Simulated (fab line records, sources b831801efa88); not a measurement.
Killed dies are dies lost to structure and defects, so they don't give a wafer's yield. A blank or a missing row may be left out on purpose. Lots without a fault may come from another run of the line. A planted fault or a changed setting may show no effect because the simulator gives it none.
A struck lot beside a sound one | flow sfq_line | 34 steps out of a route of 325
Sound: wafers L159.1, L159.2, L159.5. Struck: wafers L168.1, L168.4, L168.5. The cause comes at the end.
At each step with rows: each side's tool, then ch and its chambers, then its first start. Under that, the readings that differ: sound wafers | struck wafers | difference of the means | sigmas: that difference in standard deviations of wafers without a fault.
alike: readings whose means differ by less than 2 such deviations, and words and numbers that are the same on both sides. not compared: withheld readings, readings that some wafer has no value for, bounds like >300 that may hide the same value, and numbers for which the record gives no deviation and whose values overlap.
The two part at a step that has a row with sigmas, a row that says differs or no value, or rows on one side only. Numbers that don't overlap but have no deviation are shown without sigmas and don't part them. A reading that every wafer of one side lacks parts them only if that side has two wafers or more.

first, 6 steps without rows for these wafers: SFQ_TRILAYER_M3_LITHO_COAT_080 (resist thk 62 nm); SFQ_TRILAYER_M3_LITHO_COAT_075 (resist thk 600 nm); SFQ_TRILAYER_M3_LITHO_SOFTBAKE_079; SFQ_TRILAYER_M3_LITHO_EXPOSE_076 (exposes mask M3, target cd 500 nm); SFQ_TRILAYER_M3_LITHO_PEB_078 (peb time 60 s); SFQ_TRILAYER_M3_LITHO_DEVELOP_077 (time 60 s).
SFQ_M3_OVL_MEAS_921:
  sound on overlay-01, day 38 01:10; struck on overlay-01, day 42 05:57
  alike: M3_OVL
SFQ_TRILAYER_M3_BARC_OPEN_METAL_ETCH_100: etches BARC in O2, target depth 125 nm, time 41.7 s.
  sound on rie_metal-04 ch 0,1, day 38 01:12; struck on rie_metal-03 ch 0,1, day 42 05:59
  alike: drypump_motor_current_A, he_backside_leak_sccm, oes_product_au
  not compared: rf_hours_counter_h
then, 1 step without rows for these wafers: SFQ_TRILAYER_M3_ETCH_METAL_ETCH_078 (etches Nb in Cl2/Ar, stops on SiO2, target depth 240 nm, time 120 s).
SFQ_TRILAYER_M3_STRIP_STRIP_079: strips in O2.
  sound on rie_metal-04 ch 0,1, day 38 01:23; struck on rie_metal-03 ch 0,1, day 42 06:10
  alike: drypump_motor_current_A, he_backside_leak_sccm, oes_product_au
  not compared: rf_hours_counter_h
then, 1 step without rows for these wafers: SFQ_TRILAYER_M3_STRIP_SOLV_CLEAN_080 (cleans in NMP, time 600 s).
SFQ_TRILAYER_I3_DEP_PECVD_081: deposits SiO2 from SiH4/N2O, time 111.11 s, target thk 500 nm.
  sound on pecvd-04 ch 0,1, day 38 02:10; struck on pecvd-02 ch 0,2, day 42 06:58
  no value came back on the struck wafers for any of 5 readings (chamber_pressure_Torr (Torr), heater_power_outer_w (W) and others); on the sound wafers chamber_pressure_Torr (Torr) reads 2.394 2.396 2.402
SFQ_TRILAYER_I3_CMP_CMP_082: polishes SiO2.
  sound on cmp-02 ch 1,2,3, day 38 14:38; struck on cmp-02 ch 0,1,3, day 42 22:46
  reading                | sound       | struck | difference                    | sigmas
  time_to_endpoint_s (s) | 204 210 219 | - - -  | no value on the struck wafers |
  alike: head_pressure_psi, motor_current_A
SFQ_I3_BOW_MEAS_922:
  sound on film_metro-02, day 38 17:38; struck on film_metro-04, day 43 00:46
  alike: I3_BOW
SFQ_TRILAYER_I3_METRO_MEASURE_083:
  sound on film_metro-02, day 38 17:46; struck on film_metro-04, day 43 00:53
then, 6 steps without rows for these wafers: SFQ_TRILAYER_I3_VIA_LITHO_COAT_090 (resist thk 62 nm); SFQ_TRILAYER_I3_VIA_LITHO_COAT_085 (resist thk 650 nm); SFQ_TRILAYER_I3_VIA_LITHO_SOFTBAKE_089; SFQ_TRILAYER_I3_VIA_LITHO_EXPOSE_086 (exposes mask I3, target cd 500 nm); SFQ_TRILAYER_I3_VIA_LITHO_PEB_088 (peb time 60 s); SFQ_TRILAYER_I3_VIA_LITHO_DEVELOP_087 (time 60 s).
-- the record jumps here: 5 days lie between the struck wafers' starts before and after --
SFQ_I3_OVL_MEAS_923:
  sound on overlay-02, day 44 10:01; struck on overlay-02, day 48 08:13
  alike: I3_OVL
then, 1 step without rows for these wafers: SFQ_TRILAYER_I3_VIA_BARC_OPEN_VIA_ETCH_121 (etches BARC in O2, target depth 125 nm, time 41.7 s).
SFQ_TRILAYER_I3_VIA_ETCH_VIA_ETCH_088: etches SiO2 in CHF3, stops on Nb, target depth 260 nm.
  sound on rie_diel-04 ch 1,2, day 44 10:05; struck on rie_diel-04 ch 0,1,3, day 48 08:17
  reading                  | sound             | struck            | difference | sigmas
  oes_product_au (a.u.)    | 0.856 0.865 0.854 | 0.378 0.370 0.373 | -0.485     | -97
  model.etch.depth_nm (nm) | 199.5 201.4 200.5 | 0 0 0             | -200       |
  alike: drypump_motor_current_A
SFQ_TRILAYER_I3_VIA_STRIP_STRIP_089: strips in O2.
  sound on rie_metal-01 ch 0,1, day 44 10:12; struck on rie_metal-02 ch 0,1, day 48 08:24
  alike: drypump_motor_current_A, he_backside_leak_sccm, oes_product_au
  not compared: rf_hours_counter_h
then, 2 steps without rows for these wafers: SFQ_TRILAYER_I3_VIA_STRIP_SOLV_CLEAN_090 (cleans in NMP, time 600 s); SFQ_TRILAYER_M4_DEP_PRE_CLEAN_092 (time 22.5 s).
SFQ_TRILAYER_M4_DEP_SPUTTER_091: material Nb, target thk 200 nm, time 133.3 s.
  sound on pvd_sputter-04, day 44 11:00; struck on pvd_sputter-03, day 48 09:12
  reading                | sound          | struck         | difference | sigmas
  throttle_valve_pct (%) | 31.0 31.1 31.0 | 30.1 27.7 27.7 | -2.5       | -2
SFQ_M4_RS_MEAS_924: measures by four-point-probe.
  sound on film_metro-04, day 44 11:05; struck on film_metro-02, day 48 09:17
  alike: M4_NB_RS
then, 3 steps without rows for these wafers: SFQ_TRILAYER_M4_LITHO_COAT_098 (resist thk 62 nm); SFQ_TRILAYER_M4_LITHO_COAT_093 (resist thk 600 nm); SFQ_TRILAYER_M4_LITHO_SOFTBAKE_097.
-- the record jumps here: 6 days lie between the struck wafers' starts before and after --
SFQ_TRILAYER_M4_LITHO_EXPOSE_094: exposes mask M4, target cd 500 nm.
  sound on krf_scanner-02 ch 0, day 44 14:42; struck on krf_scanner-01, day 54 01:50
  no value came back on the struck wafers for exposure_dose_mJ_cm2, focus_offset_nm (nm); on the sound wafers exposure_dose_mJ_cm2 reads 14.395 14.406 14.427
  alike: mask
then, 1 step without rows for these wafers: SFQ_TRILAYER_M4_LITHO_PEB_096 (peb time 60 s).

WHERE THEY PART
First at SFQ_TRILAYER_I3_DEP_PECVD_081; last, within this record, at SFQ_TRILAYER_M4_LITHO_EXPOSE_094.

WHY: what the simulator had put in
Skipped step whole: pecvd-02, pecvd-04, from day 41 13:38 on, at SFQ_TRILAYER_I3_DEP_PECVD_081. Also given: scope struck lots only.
